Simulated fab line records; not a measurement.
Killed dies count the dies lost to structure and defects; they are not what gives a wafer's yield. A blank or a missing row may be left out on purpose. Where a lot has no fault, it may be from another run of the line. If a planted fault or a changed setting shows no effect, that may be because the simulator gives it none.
fab line records    flow sky130
record: lots: 6  wafers: 18  last_day: 50
route steps=708 shown VT_ADJUST_PCH@152 SONOS_TUNNEL@154 PAD_OPEN@708
lots with no fault: from the same line, run without faults
start_h: hours from the record's opening day to when the first of the lot's shown wafers began    wait_h: hours since the lot's step before    " repeats the value in the row above    L1.1+2: one row covering several wafers at once    - no value present, or no start provided    * or withheld: withheld    < > ~ a bound
route shown NAME@n: NAME is a module with steps in the file, n the number in the route of the first one    usual: mean/standard deviation taken from wafers without a fault    same: alike in all rows    chamber/n: place in a boat    sites: the reading at each site    _std_site: standard deviation of those values    _edge_site: the outer-site mean with the inner-site mean subtracted    radius_mm: how far each site lies from the wafer's centre    mask NAME#n: copy n    behind: tool/chamber where the wafer was last shaped    hold: why the lot was held/for how many hours/how that ended    device: whichever transistor did not switch (one of n, p or np)    end of line: the route-end tests of the same wafers    a step without rows: its recipe alone    killed: dies that structure and defects cost at the first sort, which is not the same as the wafer's yield    map: dies across one wafer; x = killed, . = not, _ = none there
set.NAME: the setting that was run; set.NAME@STEP: the one run at that earlier step    model.NAME: the simulator's own value behind a step, which no gauge read
certain route steps with their lots: each step a table, each wafer a row
services: the hour from which a tool's chamber was out of use, counted from the record's first day as start_h (under 0 if before that day), plus the number of hours and why
== steps ==
step: SKY_VT_ADJUST_PCH_STRIP_09
recipe: chemistry: O2/N2  power_w: 1400  pressure_mtorr: 1500  platen_temp_c: withheld  o2_flow_sccm: 3000  n2_flow_sccm: 300  overash_fraction: 0.5
usual: drypump_motor_current_A: 5.7/0.55  oes_product_au: 0.722/0.0042  strip_time_to_endpoint_s: 36.94/0.091
lot.wafer  tool             chamber  start_h  wait_h  drypump_motor_current_A  oes_product_au  rf_hours_counter_h  strip_time_to_endpoint_s
L279.2     plasma_asher-03  1        259.02   0.1     5.5                      0.723           14                  36.91
L279.4     "                1        "        "       5.5                      0.725           -                   36.93
L279.5     "                1        "        "       5.5                      0.720           -                   36.99
L282.2     plasma_asher-02  1        280.28   0.1     6.1                      0.730           60                  36.74
L282.3     "                1        "        "       6.1                      0.719           -                   36.77
L282.4     "                0        "        "       6.6                      0.716           -                   36.87
L287.2     plasma_asher-03  0        325.82   0.1     5.6                      0.723           20                  36.93
L287.5     "                0        "        "       5.6                      0.718           -                   37.00
L287.6     "                1        "        "       5.5                      0.722           -                   36.96
L288.1     plasma_asher-02  1        331.53   0.1     6.1                      0.723           65                  36.92
L288.3     "                0        "        "       6.6                      0.723           -                   36.96
L288.6     "                0        "        "       6.6                      0.725           -                   37.00
L297.1     plasma_asher-04  0        393.47   0.1     4.7                      0.723           57                  37.03
L297.3     "                1        "        "       5.4                      0.721           -                   36.96
L297.5     "                0        "        "       4.7                      0.727           -                   37.04
L298.2     plasma_asher-03  1        411.72   0.1     5.5                      0.723           28                  37.11
L298.5     "                1        "        "       5.5                      0.726           -                   36.99
L298.6     "                0        "        "       5.6                      0.719           -                   37.09
step: SKY_VT_ADJUST_PCH_TW_MEAS_10
usual: VT_ADJUST_PCH_TW: 143.1/0.97
lot.wafer  tool           chamber  start_h  wait_h  VT_ADJUST_PCH_TW
L279.2     film_metro-03  -        259.13   0.1     144.8
L279.4     "              -        "        "       143.4
L279.5     "              -        "        "       143.6
L282.2     film_metro-01  -        280.39   0.1     142.0
L282.3     "              -        "        "       141.4
L282.4     "              -        "        "       141.9
L287.2     film_metro-03  -        325.93   0.1     143.2
L287.5     "              -        "        "       143.0
L287.6     "              -        "        "       143.4
L288.1     film_metro-02  -        331.63   0.1     143.7
L288.3     "              -        "        "       144.1
L288.6     "              -        "        "       142.7
L297.1     film_metro-02  -        393.57   0.1     143.4
L297.3     "              -        "        "       142.5
L297.5     "              -        "        "       144.2
L298.2     film_metro-02  -        411.83   0.1     143.6
L298.5     "              -        "        "       143.8
L298.6     "              -        "        "       144.5
step: SKY_SONOS_TUNNEL_DEHYDRATE_00
recipe: temp_c: 200  time_s: 60
step: SKY_SONOS_TUNNEL_HMDS_01
recipe: prime_time_s: 60  prime_temp_c: 120
step: SKY_SONOS_TUNNEL_COAT_02
recipe: resist: NOVOLAK  spin_rpm: 3000  resist_thk_nm: 1140
step: SKY_SONOS_TUNNEL_SOFTBAKE_03
recipe: temp_c: 90  time_s: 60  resist: NOVOLAK
step: SKY_SONOS_TUNNEL_EXPOSE_04
recipe: mask_id: TUNM  na: 0.6  source_shape: conventional  sigma_outer: 0.6  polarization: unpolarized  target_cd_nm: 410  dose_mj: 136
step: SKY_SONOS_TUNNEL_PEB_05
recipe: temp_c: withheld  time_s: *  resist: NOVOLAK
step: SKY_SONOS_TUNNEL_DEVELOP_06
recipe: resist: NOVOLAK  developer: TMAH  develop_time_s: 60  dev_temp_c: 23
step: SKY_SONOS_TUNNEL_CD_MEAS_07
recipe: target_cd_nm: 410
usual: cd_nm: 410.0/2.2
lot.wafer  tool       chamber  start_h  wait_h  cd_nm
L279.2     cd_sem-01  -        283.65   0.3     410.9
L279.4     "          -        "        "       412.4
L279.5     "          -        "        "       413.3
L282.2     cd_sem-01  -        305.56   0.1     408.9
L282.3     "          -        "        "       411.3
L282.4     "          -        "        "       409.2
L287.2     cd_sem-02  -        352.60   0.1     410.6
L287.5     "          -        "        "       411.4
L287.6     "          -        "        "       411.6
L288.1     cd_sem-02  -        358.99   0.1     411.5
L288.3     "          -        "        "       412.3
L288.6     "          -        "        "       410.9
L297.1     cd_sem-01  -        422.39   0.1     412.3
L297.3     "          -        "        "       409.9
L297.5     "          -        "        "       412.8
L298.2     cd_sem-02  -        441.46   0.1     406.3
L298.5     "          -        "        "       408.8
L298.6     "          -        "        "       408.5
step: SKY_SONOS_TUNNEL_OVL_MEAS_08
usual: SONOS_TUNNEL_OVL: -0.2/1.3
lot.wafer  tool        chamber  start_h  wait_h  SONOS_TUNNEL_OVL[nm]
L279.2     overlay-01  -        283.76   0.1     0.9
L279.4     "           -        "        "       -0.2
L279.5     "           -        "        "       -0.7
L282.2     overlay-01  -        305.67   0.1     0.1
L282.3     "           -        "        "       0.0
L282.4     "           -        "        "       0.0
L287.2     overlay-01  -        352.71   0.1     -3.0
L287.5     "           -        "        "       -1.5
L287.6     "           -        "        "       -0.3
L288.1     overlay-01  -        359.11   0.1     -1.1
L288.3     "           -        "        "       -2.0
L288.6     "           -        "        "       -1.7
L297.1     overlay-02  -        422.51   0.1     1.5
L297.3     "           -        "        "       1.1
L297.5     "           -        "        "       1.4
L298.2     overlay-01  -        441.57   0.1     -0.2
L298.5     "           -        "        "       -2.2
L298.6     "           -        "        "       -0.7
step: SKY_SONOS_TUNNEL_IMPLANT_09
recipe: species: B  energy_kev: 20  dose_cm2: 1e+12  tilt_deg: withheld
step: SKY_SONOS_TUNNEL_WET_ETCH_10
recipe: chemistry: dHF  target_depth_nm: 14  target: SiO2  dilution: 100:1  temp_c: 25  time_s: 280
usual: bath_heat_duty_pct: 6.3/0.76  run_length_s: 308/3.4  temp_c: 25.02/0.098
lot.wafer  tool          chamber  start_h  wait_h  bath_heat_duty_pct  run_length_s  temp_c
L279.2     wet_bench-03  0        283.94   0.1     6.3                 312           24.92
L279.4     "             0        "        "       7.2                 312           25.07
L279.5     "             0        "        "       7.5                 312           25.18
L282.2     wet_bench-01  1        305.85   0.1     5.0                 305           25.20
L282.3     "             1        "        "       6.3                 305           25.02
L282.4     "             1        "        "       5.7                 305           25.12
L287.2     wet_bench-02  2        352.89   0.1     -                   -             -
L287.5     "             2        "        "       -                   -             -
L287.6     "             2        "        "       -                   -             -
L288.1     wet_bench-01  1        359.30   0.1     -                   -             -
L288.3     "             1        "        "       -                   -             -
L288.6     "             1        "        "       -                   -             -
L297.1     wet_bench-01  0        422.70   0.1     6.4                 308           24.88
L297.3     "             0        "        "       5.7                 308           25.00
L297.5     "             0        "        "       6.0                 308           25.00
L298.2     wet_bench-03  1        441.75   0.1     6.6                 306           24.85
L298.5     "             1        "        "       5.1                 306           24.91
L298.6     "             1        "        "       6.6                 306           25.06
step: SKY_SONOS_TUNNEL_STRIP_11
recipe: chemistry: SPM  time_s: 600  temp_c: 130
step: SKY_PAD_OPEN_PROBE_99
usual: killed_at_M0_to_M3: 42/7.6  killed_at_M4_up: 2.9/1.7  killed_at_contacts: 24/5.1  killed_at_front_end: 15/4  killed_at_other: 0.2/0.38  killed_dies: 84/9.9  killed_on_rim: 16/4  killed_open: 46/7.2  killed_short: 38/6.6
same: gross_dies: 492  killed_at_back_side: 0
lot.wafer  tool       chamber  start_h  wait_h  hold                    killed_at_M0_to_M3  killed_at_M4_up  killed_at_contacts  killed_at_front_end  killed_at_other  killed_dies  killed_on_rim  killed_open  killed_short
L279.2     prober-02  -        1102.04  0.1     -                       40                  3                22                  17                   0                82           14             41           41
L279.4     prober-02  -        1102.14  0.2     -                       49                  3                24                  20                   0                96           21             50           46
L279.5     prober-02  -        1102.19  0.2     -                       37                  2                26                  20                   0                85           10             46           39
L282.2     prober-01  -        1120.35  0.1     -                       39                  5                18                  8                    1                71           13             36           35
L282.3     prober-01  -        1120.40  0.2     -                       31                  1                19                  13                   0                64           12             31           33
L282.4     prober-01  -        1120.45  0.2     -                       46                  4                20                  13                   0                83           15             43           40
L287.2     prober-02  -        1156.00  0.1     await_dispo/1.1h/scrap  38                  4                33                  416                  1                492          96             49           38
L287.5     prober-02  -        1156.15  0.2     await_dispo/1.1h/scrap  45                  3                25                  419                  0                492          96             56           31
L287.6     prober-02  -        1156.20  0.2     await_dispo/1.1h/scrap  46                  2                22                  422                  0                492          96             56           26
L288.1     prober-01  -        1156.70  0.1     await_dispo/1.0h/scrap  39                  8                25                  420                  0                492          96             57           31
L288.3     prober-01  -        1156.80  0.2     await_dispo/1.0h/scrap  46                  8                20                  418                  0                492          96             45           37
L288.6     prober-01  -        1156.95  0.2     await_dispo/1.0h/scrap  51                  5                21                  415                  0                492          96             46           41
L297.1     prober-02  -        1196.32  0.1     -                       41                  3                19                  9                    0                72           14             37           35
L297.3     prober-02  -        1196.42  0.2     -                       40                  3                28                  17                   0                88           20             46           42
L297.5     prober-02  -        1196.52  0.2     -                       42                  4                25                  21                   0                92           21             52           40
L298.2     prober-01  -        1203.91  0.1     -                       50                  0                21                  13                   0                84           15             46           38
L298.5     prober-01  -        1204.06  0.2     -                       33                  2                26                  11                   0                72           11             40           32
L298.6     prober-01  -        1204.11  0.2     -                       43                  4                17                  12                   0                76           13             36           40
killed by level:class
L279.2 VIA1:geometric_particle:open=8 CONTACT:geometric_particle:open=6 METAL1:geometric_particle:short=6 VIA1:geometric_particle:short=6 FIELD_ISO:geometric_particle:short=5 CONTACT:geometric_particle:short=5 METAL2:geometric_particle:short=5 VIA3:geometric_particle:open=5
L279.4 VIA1:geometric_particle:open=13 CONTACT:geometric_particle:open=8 LOCAL_INTERCONNECT:geometric_particle:short=7 VIA2:geometric_particle:open=7 VIA3:geometric_particle:open=6 METAL1:geometric_particle:short=6 METAL2:geometric_particle:short=6 FIELD_ISO:geometric_particle:open=5
L279.5 VIA1:geometric_particle:open=14 CONTACT:geometric_particle:open=10 METAL1:geometric_particle:short=9 FIELD_ISO:geometric_particle:short=6 POLY_GATE:geometric_particle:open=5 LOCAL_INTERCONNECT:geometric_particle:short=5 FIELD_ISO:geometric_particle:open=4 LI_CONTACT:geometric_particle:short=4
L282.2 VIA1:geometric_particle:open=11 METAL1:geometric_particle:short=7 LI_CONTACT:geometric_particle:open=5 LOCAL_INTERCONNECT:geometric_particle:short=4 CONTACT:geometric_particle:open=4 METAL3:geometric_particle:short=4 FIELD_ISO:geometric_particle:short=3 LOCAL_INTERCONNECT:geometric_particle:open=3
L282.3 LI_CONTACT:geometric_particle:open=7 CONTACT:geometric_particle:short=6 CONTACT:geometric_particle:open=5 VIA2:geometric_particle:short=5 METAL1:geometric_particle:short=4 VIA2:geometric_particle:open=4 VIA3:geometric_particle:open=4 FIELD_ISO:geometric_particle:short=3
L282.4 VIA1:geometric_particle:open=11 METAL1:geometric_particle:short=8 CONTACT:geometric_particle:open=6 VIA1:geometric_particle:short=6 LI_CONTACT:geometric_particle:open=5 METAL2:geometric_particle:short=5 FIELD_ISO:geometric_particle:open=4 CONTACT:geometric_particle:short=4
L287.2 SONOS_TUNNEL:area_etch=405 LI_CONTACT:geometric_particle:open=11 CONTACT:geometric_particle:open=10 CONTACT:geometric_particle:short=8 VIA1:geometric_particle:short=7 VIA1:geometric_particle:open=7 VIA3:geometric_particle:open=6 VIA3:geometric_particle:short=5
L287.5 SONOS_TUNNEL:area_etch=405 VIA1:geometric_particle:open=13 LI_CONTACT:geometric_particle:open=8 CONTACT:geometric_particle:open=7 VIA1:geometric_particle:short=7 VIA2:geometric_particle:open=7 VIA3:geometric_particle:open=5 POLY_GATE:geometric_particle:short=4
L287.6 SONOS_TUNNEL:area_etch=410 VIA3:geometric_particle:open=12 VIA1:geometric_particle:open=12 CONTACT:geometric_particle:open=10 POLY_GATE:geometric_particle:open=7 METAL1:geometric_particle:short=5 METAL2:geometric_particle:short=4 VIA2:geometric_particle:open=4
L288.1 SONOS_TUNNEL:area_etch=404 CONTACT:geometric_particle:open=15 VIA1:geometric_particle:open=10 VIA3:geometric_particle:open=7 VIA2:geometric_particle:open=7 POLY_GATE:geometric_particle:short=5 METAL4:geometric_particle:short=5 LI_CONTACT:geometric_particle:open=4
L288.3 SONOS_TUNNEL:area_etch=410 VIA3:geometric_particle:open=11 VIA1:geometric_particle:open=8 LI_CONTACT:geometric_particle:open=7 METAL1:geometric_particle:short=7 METAL4:geometric_particle:short=7 VIA2:geometric_particle:open=5 CONTACT:geometric_particle:open=5
L288.6 SONOS_TUNNEL:area_etch=405 VIA1:geometric_particle:open=10 VIA2:geometric_particle:open=9 METAL2:geometric_particle:short=7 VIA3:geometric_particle:open=7 LI_CONTACT:geometric_particle:open=6 LOCAL_INTERCONNECT:geometric_particle:short=6 METAL1:geometric_particle:short=5
L297.1 VIA1:geometric_particle:open=8 LI_CONTACT:geometric_particle:open=7 CONTACT:geometric_particle:open=7 METAL1:geometric_particle:short=7 VIA3:geometric_particle:open=5 METAL3:geometric_particle:short=5 METAL2:geometric_particle:short=4 FIELD_ISO:geometric_particle:short=3
L297.3 CONTACT:geometric_particle:open=12 METAL2:geometric_particle:short=7 VIA1:geometric_particle:open=7 METAL1:geometric_particle:short=7 FIELD_ISO:geometric_particle:short=6 LI_CONTACT:geometric_particle:open=6 VIA3:geometric_particle:open=5 POLY_GATE:geometric_particle:short=4
L297.5 LI_CONTACT:geometric_particle:open=10 VIA1:geometric_particle:open=10 METAL2:geometric_particle:short=8 CONTACT:geometric_particle:open=7 POLY_GATE:geometric_particle:short=6 VIA2:geometric_particle:open=6 VIA3:geometric_particle:open=5 VIA1:geometric_particle:short=5
L298.2 VIA1:geometric_particle:open=15 METAL1:geometric_particle:short=8 LI_CONTACT:geometric_particle:open=6 METAL2:geometric_particle:short=6 VIA2:geometric_particle:open=6 FIELD_ISO:geometric_particle:open=5 LOCAL_INTERCONNECT:geometric_particle:short=5 VIA3:geometric_particle:open=5
L298.5 VIA1:geometric_particle:open=8 LI_CONTACT:geometric_particle:open=7 CONTACT:geometric_particle:open=7 LOCAL_INTERCONNECT:geometric_particle:short=6 VIA2:geometric_particle:open=5 VIA3:geometric_particle:open=5 POLY_GATE:geometric_particle:open=4 POLY_GATE:geometric_particle:short=4
L298.6 VIA1:geometric_particle:open=10 METAL1:geometric_particle:short=7 LI_CONTACT:geometric_particle:open=6 VIA1:geometric_particle:short=6 VIA2:geometric_particle:short=6 CONTACT:geometric_particle:open=5 LOCAL_INTERCONNECT:geometric_particle:short=4 METAL2:geometric_particle:short=4
map L287.2 (x killed, . not)
__________xxxxxxxxxx_________
________xxxxxxxxxxxxxx_______
______xxxxxxxxxxxxxxxxxx_____
_____xxxxxxxxxxxxxxxxxxxx____
____xxxxxxxxxxxxxxxxxxxxxx___
___xxxxxxxxxxxxxxxxxxxxxxxx__
__xxxxxxxxxxxxxxxxxxxxxxxxxx_
_xxxxxxxxxxxxxxxxxxxxxxxxxxxx
_xxxxxxxxxxxxxxxxxxxxxxxxxxxx
_xxxxxxxxxxxxxxxxxxxxxxxxxxxx
_xxxxxxxxxxxxxxxxxxxxxxxxxxxx
_xxxxxxxxxxxxxxxxxxxxxxxxxxxx
_xxxxxxxxxxxxxxxxxxxxxxxxxxxx
_xxxxxxxxxxxxxxxxxxxxxxxxxxxx
_xxxxxxxxxxxxxxxxxxxxxxxxxxxx
__xxxxxxxxxxxxxxxxxxxxxxxxxx_
___xxxxxxxxxxxxxxxxxxxxxxxx__
____xxxxxxxxxxxxxxxxxxxxxx___
_____xxxxxxxxxxxxxxxxxxxx____
______xxxxxxxxxxxxxxxxxx_____
________xxxxxxxxxxxxxx_______
__________xxxxxxxxxx_________
map L288.1 (x killed, . not)
__________xxxxxxxxxx_________
________xxxxxxxxxxxxxx_______
______xxxxxxxxxxxxxxxxxx_____
_____xxxxxxxxxxxxxxxxxxxx____
____xxxxxxxxxxxxxxxxxxxxxx___
___xxxxxxxxxxxxxxxxxxxxxxxx__
__xxxxxxxxxxxxxxxxxxxxxxxxxx_
_xxxxxxxxxxxxxxxxxxxxxxxxxxxx
_xxxxxxxxxxxxxxxxxxxxxxxxxxxx
_xxxxxxxxxxxxxxxxxxxxxxxxxxxx
_xxxxxxxxxxxxxxxxxxxxxxxxxxxx
_xxxxxxxxxxxxxxxxxxxxxxxxxxxx
_xxxxxxxxxxxxxxxxxxxxxxxxxxxx
_xxxxxxxxxxxxxxxxxxxxxxxxxxxx
_xxxxxxxxxxxxxxxxxxxxxxxxxxxx
__xxxxxxxxxxxxxxxxxxxxxxxxxx_
___xxxxxxxxxxxxxxxxxxxxxxxx__
____xxxxxxxxxxxxxxxxxxxxxx___
_____xxxxxxxxxxxxxxxxxxxx____
______xxxxxxxxxxxxxxxxxx_____
________xxxxxxxxxxxxxx_______
__________xxxxxxxxxx_________
== services ==
tool             chamber  start_h  hours  kind
plasma_asher-04  -        385.03   4.6    repair
plasma_asher-02  -        421.25   9.0    pm
plasma_asher-02  0        421.25   9.0    vent_cycle
plasma_asher-02  1        421.25   9.0    vent_cycle
plasma_asher-02  0        430.25   -      clean
plasma_asher-02  1        430.25   -      clean
== key ==
first_sign: step: SKY_SONOS_TUNNEL_WET_ETCH_10  reading: tool_record  direction: missing
effect: step: SKY_PAD_OPEN_PROBE_99  reading: killed_at_front_end  direction: up  sigmas: 99+  usual: 15  struck: 418
more_kills_born_at: SKY_SONOS_TUNNEL_WET_ETCH_10@wet_bench-02: 1220  SKY_SONOS_TUNNEL_WET_ETCH_10@wet_bench-01: 1219
met_at SKY_SONOS_TUNNEL_WET_ETCH_10
struck_wafers L287.2,L287.5,L287.6,L288.1,L288.3,L288.6
later_rows_left_out L287.2,L287.5,L287.6,L288.1,L288.3,L288.6
tester_left_out L287,L288
onset_between 305.85 352.89
fault: kind: skipped_step_whole  tool: wet_bench-01,wet_bench-02  chamber: -  onset_h: 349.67  steps: SKY_SONOS_TUNNEL_WET_ETCH_10  scope: struck_lots_only
tester_left_out: of these lots the tester's yield and bins aren't shown, on N5 and GAA mostly nor the transistor test; their killed dies are dies lost to structure and defects alone, not to doping, threshold or leakage, so they don't give the yield
later_rows_left_out: the simulator's readings of these wafers behind a module that went badly wrong aren't trusted and aren't shown, but for the sort
